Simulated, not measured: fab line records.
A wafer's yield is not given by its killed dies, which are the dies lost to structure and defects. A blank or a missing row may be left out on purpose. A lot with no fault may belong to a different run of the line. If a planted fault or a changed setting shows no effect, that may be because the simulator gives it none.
fab line records    flow sky130
[record] lots = 15  wafers = 45  last_day = 50
route steps=708 shown VIA2@522 CAPM@541 METAL3@566
lots that met no fault: taken from a fault-free run of the same line
start_h: start of the lot's first displayed wafer, in hours after the record's first day    wait_h: hours from the lot's prior step to this one    " unchanged from the row above    L1.1+2: one row covering several wafers at once    - no value, or no start given    * or withheld: withheld    < > ~ a bound
route shown NAME@n: names a module that has steps shown in the file, with the first one's number in the route    usual: average and standard deviation across the fault-free wafers    same: alike in all rows    chamber/n: place in a boat    sites: per-site readings    _std_site: their standard deviation    _edge_site: outer sites' mean less inner sites'    radius_mm: for every site, how far away it sits from the centre of the wafer    mask NAME#n: copy n    behind: the tool/chamber that last shaped the wafer    hold: what put the lot on hold/how long, in hours/how the hold closed    device: names the non-switching transistor (n, p or np)    end of line: the route-end tests of the same wafers    where a step has no rows: the recipe by itself    killed: at the first sort, the dies lost to defects and structure; wafer yield is something else    map: dies across one wafer; x = killed, . = not, _ = none there
set.NAME: the setting as run; set.NAME@STEP: as run at that earlier step    model.NAME: the simulator's own value behind a step, which no gauge read
the route's steps for a sample of lots (tables are steps, rows are wafers)
services: from which hour (start_h, from the record's first day; less than 0 if before it) a tool's chamber was out of use, for how many hours, and why
[[steps]]
[step SKY_VIA2_ETCH_15]
[recipe] target = SiO2  chemistry = C4F8/O2/Ar  target_depth_nm = 546  stop_on = TiN  mask_material = KrF-thick  source_w = 1500  bias_w = 1200  pressure_mtorr = 40  c4f8_flow_sccm = withheld  O2_flow_sccm = 6  Ar_flow_sccm = 300  time_s = 84
[usual] oes_product_au = 0.940/0.0051
lot.wafer  tool         chamber  start_h  wait_h  oes_product_au  rf_hours_counter_h
L865.1     rie_diel-02  2        858.32   0.0     0.938           10
L865.3     "            1        "        "       0.944           11
L865.5     "            2        "        "       0.931           -
L864.1     rie_diel-03  2        858.97   0.0     0.942           5
L864.2     "            0        "        "       0.940           8
L864.4     "            3        "        "       0.938           10
L868.1     rie_diel-03  3        877.32   0.0     0.947           11
L868.4     "            0        "        "       0.940           9
L868.5     "            2        "        "       0.942           -
L869.1     rie_diel-02  1        915.03   0.0     0.935           13
L869.4     "            0        "        "       0.939           4
L869.6     "            3        "        "       0.935           -
L871.1     rie_diel-04  3        916.36   0.0     0.928           11
L871.4     "            0        "        "       0.933           20
L871.5     "            2        "        "       0.939           -
L870.3     rie_diel-04  0        918.98   0.0     0.946           20
L870.4     "            0        "        "       0.933           -
L870.5     "            1        "        "       0.934           -
L874.2     rie_diel-04  0        946.37   0.0     0.937           21
L874.5     "            0        "        "       0.940           -
L874.6     "            3        "        "       0.937           -
L875.3     rie_diel-02  2        968.57   0.0     0.943           14
L875.4     "            0        "        "       0.936           5
L875.5     "            2        "        "       0.943           -
L878.1     rie_diel-02  0        975.77   0.0     0.949           5
L878.2     "            1        "        "       0.940           14
L878.6     "            3        "        "       0.930           -
L879.1     rie_diel-03  3        985.28   0.0     0.942           14
L879.2     "            1        "        "       0.947           18
L879.4     "            0        "        "       0.945           13
L882.2     rie_diel-02  3        987.41   0.0     0.948           22
L882.3     "            2        "        "       0.945           14
L882.4     "            0        "        "       0.937           6
L881.2     rie_diel-04  1        992.06   0.0     0.935           11
L881.3     "            2        "        "       0.933           11
L881.5     "            1        "        "       0.951           -
L886.4     rie_diel-04  1        1004.78  0.1     0.941           -
L886.5     "            3        "        "       0.943           -
L886.6     "            1        "        "       0.942           -
L885.2     rie_diel-02  1        1008.86  0.0     0.942           15
L885.3     "            3        "        "       0.934           23
L885.5     "            1        "        "       0.943           -
L887.1     rie_diel-03  3        1013.96  0.0     0.934           14
L887.4     "            2        "        "       0.929           11
L887.5     "            2        "        "       0.948           -
[step SKY_CAPM_THK_MEAS_04]
[recipe] thk_meas_gauge = xrf  reads = TiN_of_CAPM_SPUTTER_02
[usual] CAPM_TIN_THK = 198.4/1.9
lot.wafer  tool           chamber  start_h  wait_h  CAPM_TIN_THK[nm]
L865.1     film_metro-04  -        860.15   0.1     198.5
L865.3     "              -        "        "       199.5
L865.5     "              -        "        "       198.2
L864.1     film_metro-02  -        860.86   0.1     198.6
L864.2     "              -        "        "       198.6
L864.4     "              -        "        "       196.1
L868.1     film_metro-02  -        879.11   0.1     200.1
L868.4     "              -        "        "       199.2
L868.5     "              -        "        "       197.9
L869.1     film_metro-02  -        916.83   0.1     199.1
L869.4     "              -        "        "       198.7
L869.6     "              -        "        "       199.5
L871.1     film_metro-01  -        918.18   0.1     194.8
L871.4     "              -        "        "       194.1
L871.5     "              -        "        "       193.9
L870.3     film_metro-02  -        920.82   0.1     195.7
L870.4     "              -        "        "       195.7
L870.5     "              -        "        "       197.5
L874.2     film_metro-01  -        948.17   0.1     196.7
L874.5     "              -        "        "       196.7
L874.6     "              -        "        "       198.3
L875.3     film_metro-02  -        970.43   0.1     200.2
L875.4     "              -        "        "       198.0
L875.5     "              -        "        "       199.8
L878.1     film_metro-02  -        977.77   0.1     199.5
L878.2     "              -        "        "       198.1
L878.6     "              -        "        "       200.6
L879.1     film_metro-04  -        987.08   0.1     197.3
L879.2     "              -        "        "       200.4
L879.4     "              -        "        "       199.3
L882.2     film_metro-01  -        989.22   0.1     201.0
L882.3     "              -        "        "       199.3
L882.4     "              -        "        "       199.4
L881.2     film_metro-02  -        993.94   0.1     200.4
L881.3     "              -        "        "       199.7
L881.5     "              -        "        "       200.3
L886.4     film_metro-02  -        1006.62  0.1     200.0
L886.5     "              -        "        "       197.2
L886.6     "              -        "        "       197.3
L885.2     film_metro-02  -        1010.68  0.1     198.3
L885.3     "              -        "        "       197.1
L885.5     "              -        "        "       198.2
L887.1     film_metro-04  -        1015.78  0.1     199.4
L887.4     "              -        "        "       196.4
L887.5     "              -        "        "       200.3
[step SKY_CAPM_DEVELOP_11]
[recipe] resist = NOVOLAK  developer = TMAH  develop_time_s = 60  dev_temp_c = 23
[usual] chill_plate_temp_C = 23.02/0.1  develop_time_s = 60/0
lot.wafer  tool            chamber  start_h  wait_h  chill_plate_temp_C  develop_time_s
L865.1     litho_track-04  0        886.55   0.1     22.96               60
L865.3     "               0        "        "       23.02               60
L865.5     "               0        "        "       23.00               60
L864.1     litho_track-01  0        886.98   0.1     23.02               60
L864.2     "               0        "        "       23.05               60
L864.4     "               0        "        "       23.10               60
L868.1     litho_track-01  0        904.63   0.1     23.10               60
L868.4     "               0        "        "       22.86               60
L868.5     "               0        "        "       23.08               60
L869.1     litho_track-04  0        941.40   0.1     23.05               60
L869.4     "               0        "        "       23.05               60
L869.6     "               0        "        "       23.06               60
L871.1     litho_track-03  0        942.31   0.1     22.97               60
L871.4     "               0        "        "       23.14               60
L871.5     "               0        "        "       22.93               60
L870.3     litho_track-04  0        945.90   0.1     22.93               60
L870.4     "               0        "        "       22.99               60
L870.5     "               0        "        "       22.92               60
L874.2     litho_track-01  0        971.26   0.1     23.02               60
L874.5     "               0        "        "       23.07               60
L874.6     "               0        "        "       23.04               60
L875.3     litho_track-03  0        993.36   0.1     23.15               60
L875.4     "               0        "        "       23.23               60
L875.5     "               0        "        "       23.09               60
L878.1     litho_track-01  0        1000.53  0.1     23.19               60
L878.2     "               0        "        "       23.05               60
L878.6     "               0        "        "       22.97               60
L879.1     litho_track-04  -        1009.85  0.1     -                   -
L879.2     "               -        "        "       -                   -
L879.4     "               -        "        "       -                   -
L882.2     litho_track-03  -        1011.83  0.1     -                   -
L882.3     "               -        "        "       -                   -
L882.4     "               -        "        "       -                   -
L881.2     litho_track-01  -        1016.81  0.1     -                   -
L881.3     "               -        "        "       -                   -
L881.5     "               -        "        "       -                   -
L886.4     litho_track-04  0        1029.47  0.1     22.94               60
L886.5     "               0        "        "       22.86               60
L886.6     "               0        "        "       22.98               60
L885.2     litho_track-04  0        1033.17  0.1     22.94               60
L885.3     "               0        "        "       22.94               60
L885.5     "               0        "        "       22.84               60
L887.1     litho_track-04  0        1038.20  0.1     23.20               60
L887.4     "               0        "        "       22.99               60
L887.5     "               0        "        "       23.23               60
[step SKY_METAL3_ETCH_16]
[recipe] chemistry = N2/H2  target = BARC  ion_energy_ev = 200  bias_w = 100  pressure_mtorr = 30  n2_flow_sccm = 100  h2_flow_sccm = 200  icp_w = 500  stop_on = SiO2  time_s = 88.2  target_depth_a = 600
[usual] drypump_motor_current_A = 5.7/0.38  h2_flow_sccm = 199.9/0.54  n2_flow_sccm = 100.0/0.31  oes_product_au = 0.624/0.0052  throttle_valve_pct = 13.205/0.0091
lot.wafer  tool          chamber  start_h  wait_h  drypump_motor_current_A  h2_flow_sccm  n2_flow_sccm  oes_product_au  rf_hours_counter_h  throttle_valve_pct
L865.1     rie_metal-03  1        913.42   0.0     5.6                      199.6         99.9          0.625           2                   13.213
L865.3     "             1        "        "       5.6                      199.3         100.0         0.618           -                   13.215
L865.5     "             0        "        "       5.0                      200.1         99.9          0.622           -                   13.194
L864.1     rie_metal-04  0        913.79   0.1     6.1                      199.3         100.1         0.618           0                   13.209
L864.2     "             0        "        "       6.2                      199.8         100.6         0.623           -                   13.209
L864.4     "             0        "        "       6.2                      199.7         99.9          0.630           -                   13.191
L868.1     rie_metal-01  1        930.41   0.0     5.4                      199.4         100.1         0.620           11                  13.194
L868.4     "             1        "        "       5.4                      199.2         99.6          0.622           -                   13.211
L868.5     "             0        "        "       6.1                      199.5         99.6          0.621           -                   13.196
L869.1     rie_metal-04  0        965.78   0.0     6.1                      199.8         100.1         0.625           4                   13.198
L869.4     "             1        "        "       5.8                      200.0         99.4          0.621           -                   13.181
L869.6     "             1        "        "       5.8                      199.9         99.4          0.622           -                   13.206
L871.1     rie_metal-01  1        967.42   0.0     5.4                      199.8         100.2         0.631           13                  13.218
L871.4     "             0        "        "       6.0                      200.2         99.9          0.628           -                   13.209
L871.5     "             0        "        "       6.1                      200.9         100.1         0.630           -                   13.207
L870.3     rie_metal-04  1        970.50   0.0     5.8                      200.0         100.3         0.624           -                   13.202
L870.4     "             0        "        "       6.1                      199.6         99.6          0.628           -                   13.204
L870.5     "             0        "        "       6.1                      200.3         100.0         0.620           -                   13.200
L874.2     rie_metal-01  0        995.66   0.0     6.1                      200.3         100.2         0.625           20                  13.212
L874.5     "             0        "        "       6.0                      199.3         100.3         0.628           -                   13.203
L874.6     "             1        "        "       5.4                      199.7         99.9          0.624           -                   13.219
L875.3     rie_metal-01  0        1017.29  0.0     6.0                      199.6         99.9          0.623           -                   13.209
L875.4     "             1        "        "       5.4                      199.6         100.0         0.614           -                   13.200
L875.5     "             0        "        "       6.0                      200.8         99.7          0.621           -                   13.212
L878.1     rie_metal-04  1        1024.83  0.0     5.8                      199.8         100.0         0.620           4                   13.204
L878.2     "             0        "        "       6.1                      200.0         100.5         0.621           7                   13.196
L878.6     "             1        "        "       5.8                      199.5         100.0         0.622           -                   13.209
L886.4     rie_metal-03  0        1052.45  0.0     5.0                      199.9         100.2         0.623           -                   13.203
L886.5     "             0        "        "       5.0                      199.5         100.1         0.627           -                   13.197
L886.6     "             1        "        "       5.6                      200.3         99.7          0.613           -                   13.205
L885.2     rie_metal-01  1        1056.18  0.0     5.4                      200.0         99.8          0.618           18                  13.202
L885.3     "             1        "        "       5.4                      199.4         100.0         0.630           -                   13.218
L885.5     "             1        "        "       5.4                      199.7         100.0         0.624           -                   13.213
L887.1     rie_metal-01  1        1060.89  0.1     5.4                      200.5         99.8          0.622           19                  13.202
L887.4     "             1        "        "       5.4                      200.1         100.2         0.623           -                   13.199
L887.5     "             1        "        "       5.5                      200.7         100.1         0.619           -                   13.193
[[services]]
tool          chamber  start_h  hours  kind
rie_diel-03   3        846.95   3.4    repair
rie_metal-04  -        854.00   4.0    pm
rie_metal-01  1        855.46   4.4    repair
rie_metal-04  -        876.62   2.8    pm
rie_diel-04   2        877.25   8.9    repair
rie_diel-04   -        905.33   0.2    repair
rie_diel-02   -        917.93   14.6   pm
rie_diel-04   3        918.77   2.8    repair
rie_diel-03   0        930.60   1.7    repair
rie_diel-02   -        938.85   0.2    repair
rie_metal-04  -        939.14   1.5    repair
rie_diel-03   1        945.73   10.0   repair
rie_diel-03   3        963.21   5.3    repair
rie_diel-04   2        979.01   5.4    repair
rie_diel-03   3        991.82   21.3   repair
rie_diel-03   2        993.41   4.7    repair
rie_diel-04   2        1004.03  2.5    repair
rie_diel-02   2        1007.17  10.1   repair
rie_diel-04   1        1012.61  4.4    repair
rie_diel-02   1        1012.88  3.3    repair
rie_metal-04  1        1027.26  9.3    repair
rie_metal-03  0        1039.05  4.6    repair
rie_diel-04   2        1046.80  6.5    repair
rie_metal-04  -        1052.02  4.3    pm
[[key]]
[first_sign] step = SKY_CAPM_DEVELOP_11  reading = tool_record  direction = missing
effect none on later readings
met_at SKY_CAPM_DEVELOP_11
struck_lots L879,L881,L882
later_rows_left_out L879.1,L879.2,L879.4,L881.2,L881.3,L881.5,L882.2,L882.3,L882.4
sort_left_out L879.1,L879.2,L879.4,L881.2,L881.3,L881.5,L882.2,L882.3,L882.4
not_acting_at SKY_VIA2_ETCH_15,SKY_CAPM_THK_MEAS_04,SKY_METAL3_ETCH_16
onset_between 1000.53 1009.85
[fault] kind = skipped_step_whole  tool = litho_track-01,litho_track-03,litho_track-04  chamber = -  onset_h = 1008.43  steps = SKY_CAPM_DEVELOP_11  scope = struck_lots_only
// sort_left_out: the simulated sort isn't trusted on such a fault, so these wafers' sort isn't shown, and their yield isn't known
// later_rows_left_out: the simulator's readings of these wafers behind a module that went badly wrong aren't trusted and aren't shown, but for the sort
